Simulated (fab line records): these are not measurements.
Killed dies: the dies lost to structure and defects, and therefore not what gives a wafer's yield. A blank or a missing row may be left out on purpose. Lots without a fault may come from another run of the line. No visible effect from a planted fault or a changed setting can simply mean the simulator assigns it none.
Which tool is to blame? || flow sky130 || route of 708 steps, sampled at 1 step: 12 lots, 36 wafers

WHAT THE GAUGES READ, wafer by wafer
SKY_FIELD_ISO_BOW_MEAS_00.
{"lot": "L075", "measured": "day 1 15:01", "on": "film metro-01", "INCOMING_BOW (um)": "-7 5 -8"}
{"lot": "L077", "measured": "day 2 01:00", "on": "film metro-01", "INCOMING_BOW (um)": "2 0 2"}
{"lot": "L079", "measured": "day 2 11:01", "on": "film metro-03", "INCOMING_BOW (um)": "6 -3 -9"}
{"lot": "L081", "measured": "day 2 21:02", "on": "film metro-02", "INCOMING_BOW (um)": "-6 -7 -4"}
{"lot": "L083", "measured": "day 3 07:01", "on": "film metro-03", "INCOMING_BOW (um)": "9 4 -1"}
{"lot": "L085", "measured": "day 3 17:01", "on": "film metro-03", "INCOMING_BOW (um)": "1 7 4"}
{"lot": "L087", "measured": "day 4 03:01", "on": "film metro-03", "INCOMING_BOW (um)": "5 7 -10"}
{"lot": "L089", "measured": "day 4 13:00", "on": "film metro-01", "INCOMING_BOW (um)": "-4 -1 15"}
{"lot": "L091", "measured": "day 4 23:00", "on": "film metro-01", "INCOMING_BOW (um)": "-2 -7 2"}
{"lot": "L093", "measured": "day 5 09:00", "on": "film metro-03", "INCOMING_BOW (um)": "-8 -5 7"}
{"lot": "L095", "measured": "day 5 19:02", "on": "film metro-03", "INCOMING_BOW (um)": "0 8 4"}
{"lot": "L097", "measured": "day 6 05:01", "on": "film metro-02", "INCOMING_BOW (um)": "3 -9 -7"}

EACH LOT AND THE TOOL THAT RAN IT (in order: tool; ch and the chambers of the sampled wafers; start)
Before these readings, the record contains no process step.

THE ANSWER, worked out from the rows above alone
Rule: the lots themselves supply what counts as usual. The widest of any qualifying gaps counts: lots, ordered by their means at a reading, are off when they make up no more than a third of the lots, leave a main group of 4 or more, and stand apart from it by 3 or more times the standard deviation of that group's means. Not used: any main group whose means are identical at the precision the tables above print for the reading. Also off: a lot with no number at a reading for which 4 or more lots have one. Where the step has rows for the other lots, those lots are counted as sound.
No lot is off at any reading shown: from this, nothing can be told.

WHAT HAD BEEN PUT IN BY THE SIMULATOR
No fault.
